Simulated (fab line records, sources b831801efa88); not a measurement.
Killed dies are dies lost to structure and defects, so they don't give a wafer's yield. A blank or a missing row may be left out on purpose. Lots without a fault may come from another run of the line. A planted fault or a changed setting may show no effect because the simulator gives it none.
Which tool did it? | flow gf180mcu | 14 lots, 42 wafers sampled, at 4 steps of a route of 602

WHAT THE GAUGES READ, wafer by wafer
GF_V5_THK_MEAS_01. Usual: V5_CVD_00_THK 299 nm, standard deviation 3.4.
lot  | measured     | on            | V5_CVD_00_THK (nm) | flag
L967 | day 26 09:51 | film_metro-02 | 301 301 298        |
L969 | day 27 09:40 | film_metro-03 | 302 302 303        |
L970 | day 27 18:34 | film_metro-03 | 298 296 301        |
L971 | day 27 23:41 | film_metro-02 | 306 302 300        |
L973 | day 28 14:43 | film_metro-02 | 304 298 303        |
L972 | day 28 17:02 | film_metro-02 | 293 299 296        |
L974 | day 29 01:57 | film_metro-02 | 301 300 301        |
L976 | day 29 16:23 | film_metro-02 | 300 303 302        |
L979 | day 30 10:59 | film_metro-02 | 296 300 302        |
L981 | day 30 20:52 | film_metro-01 | 302 302 298        |
L982 | day 31 05:46 | film_metro-02 | 296 300 307        |
L983 | day 31 08:56 | film_metro-03 | 299 303 301        |
L986 | day 32 03:10 | film_metro-02 | 300 294 299        |
L987 | day 32 12:20 | film_metro-03 | 295 295 296        |

GF_V5_THK_MEAS_03. Usual: V5_CVD_02_THK 1453 nm, standard deviation 17.
lot  | measured     | on            | V5_CVD_02_THK (nm) | flag
L967 | day 26 10:01 | film_metro-01 | 1419 1435 1448     |
L969 | day 27 09:50 | film_metro-01 | 1427 1450 1465     |
L970 | day 27 18:44 | film_metro-01 | 1428 1429 1431     |
L971 | day 27 23:54 | film_metro-01 | 1433 1449 1462     |
L973 | day 28 14:53 | film_metro-01 | 1460 1457 1456     |
L972 | day 28 17:13 | film_metro-03 | 1440 1456 1468     |
L974 | day 29 02:07 | film_metro-03 | 1428 1458 1452     |
L976 | day 29 16:34 | film_metro-02 | 1457 1453 1485     |
L979 | day 30 11:08 | film_metro-03 | 1459 1495 1477     |
L981 | day 30 21:02 | film_metro-03 | 1436 1472 1469     |
L982 | day 31 05:56 | film_metro-02 | 1442 1456 1459     |
L983 | day 31 09:06 | film_metro-03 | 1441 1446 1444     |
L986 | day 32 03:20 | film_metro-03 | 1458 1479 1466     |
L987 | day 32 12:31 | film_metro-01 | 1435 1459 1441     |

GF_PASSIVATION_THK_MEAS_01. Usual: PASSIVATION_CVD_00_THK 997 nm, standard deviation 11.
lot  | measured     | on            | PASSIVATION_CVD_00_THK (nm) | flag
L967 | day 28 04:49 | film_metro-04 | 1000 1006 1018              |
L969 | day 29 03:43 | film_metro-04 | 992 1006 1006               |
L970 | day 29 12:41 | film_metro-02 | 993 995 991                 |
L971 | day 29 17:38 | film_metro-02 | 975 1008 985                |
L973 | day 30 08:04 | film_metro-02 | 977 984 992                 |
L972 | day 30 09:53 | film_metro-02 | 977 1001 999                |
L974 | day 30 18:05 | film_metro-04 | 974 990 979                 |
L976 | day 31 07:34 | film_metro-02 | 994 991 1021                |
L979 | day 32 01:11 | film_metro-04 | 988 997 1018                |
L981 | day 32 11:05 | film_metro-02 | 987 987 991                 |
L982 | day 32 19:17 | film_metro-04 | 989 1005 987                |
L983 | day 32 21:29 | film_metro-02 | 987 982 1004                |
L986 | day 33 14:04 | film_metro-02 | 1002 999 1001               |
L987 | day 33 23:41 | film_metro-02 | 994 1018 998                |

WHICH TOOL RAN EACH LOT (tool, then ch and the chambers of the sampled wafers, then the start)
lot  | GF_HV_LDD_STRIP_10
L967 | plasma_asher-04 ch 0,1, day 10 04:27
L969 | plasma_asher-03 ch 0,1, day 10 23:58
L970 | plasma_asher-01 ch 0,1, day 11 07:52
L971 | plasma_asher-03 ch 0,1, day 11 14:24
L973 | plasma_asher-01 ch 0,1, day 12 04:36
L972 | plasma_asher-03 ch 1, day 12 04:37
L974 | plasma_asher-04 ch 0,1, day 12 13:21
L976 | plasma_asher-03 ch 0,1, day 13 05:53
L979 | plasma_asher-03 ch 0,1, day 14 04:26
L981 | plasma_asher-03 ch 0, day 14 14:07
L982 | plasma_asher-03 ch 0,1, day 14 22:47
L983 | plasma_asher-01 ch 1, day 15 03:46
L986 | plasma_asher-01 ch 0,1, day 16 02:47
L987 | plasma_asher-01 ch 0,1, day 16 14:49
- GF_HV_LDD_STRIP_10: strips in O2/N2.

WHAT THE TOOLS THEMSELVES READ (means of the sampled wafers that have a number; where no wafer has one, the mark that the record gives instead)
GF_HV_LDD_STRIP_10. Usual: drypump_motor_current_A 6.33 A, standard deviation 0.23; heater_power_w 352 W, standard deviation 28; oes_product_au 0.716 a.u., standard deviation 0.0048; strip_time_to_endpoint_s 12.66 s, standard deviation 0.041.
lot  | tool            | drypump_motor_current_A (A) | heater_power_w (W) | oes_product_au (a.u.) | strip_time_to_endpoint_s (s) | flag
L967 | plasma_asher-04 | 6.32                        | 371                | 0.723                 | 12.67                        |
L969 | plasma_asher-03 | 6.15                        | 313                | 0.716                 | 12.71                        |
L970 | plasma_asher-01 | 6.56                        | 359                | 0.710                 | 12.71                        |
L971 | plasma_asher-03 | 6.14                        | 318                | 0.715                 | 12.66                        |
L973 | plasma_asher-01 | 6.53                        | 359                | 0.718                 | 12.66                        |
L972 | plasma_asher-03 | 6.26                        | 300                | 0.716                 | 12.69                        |
L974 | plasma_asher-04 | 6.29                        | 370                | 0.716                 | 12.63                        |
L976 | plasma_asher-03 | 6.04                        | 346                | 0.717                 | 12.63                        |
L979 | plasma_asher-03 | 6.04                        | 341                | 0.718                 | 12.66                        |
L981 | plasma_asher-03 | 5.93                        | 366                | 0.715                 | 12.69                        |
L982 | plasma_asher-03 | 6.02                        | 342                | 0.716                 | 12.69                        |
L983 | plasma_asher-01 | 6.52                        | 370                | 0.715                 | 12.60                        |
L986 | plasma_asher-01 | 6.52                        | 358                | 0.719                 | 12.65                        |
L987 | plasma_asher-01 | 6.54                        | 365                | 0.715                 | 12.58                        |

THE ANSWER, worked out from the rows above alone
Rule: a lot is off if the mean of its wafers that have a number lies more than 3 standard deviations from the usual mean. A lot without any number at a reading at which 4 lots or more have one is off too. The other lots that the step has rows for count as sound. The gauges are gone through in route order, then the tools' own readings, and for those a lot's mean is taken as printed above. The first step at which some lot is off is used, and at that step the reading that is off furthest; a lot without a number counts as furthest.
No lot is off at any reading shown: from this, nothing can be told.

WHAT THE SIMULATOR HAD PUT IN
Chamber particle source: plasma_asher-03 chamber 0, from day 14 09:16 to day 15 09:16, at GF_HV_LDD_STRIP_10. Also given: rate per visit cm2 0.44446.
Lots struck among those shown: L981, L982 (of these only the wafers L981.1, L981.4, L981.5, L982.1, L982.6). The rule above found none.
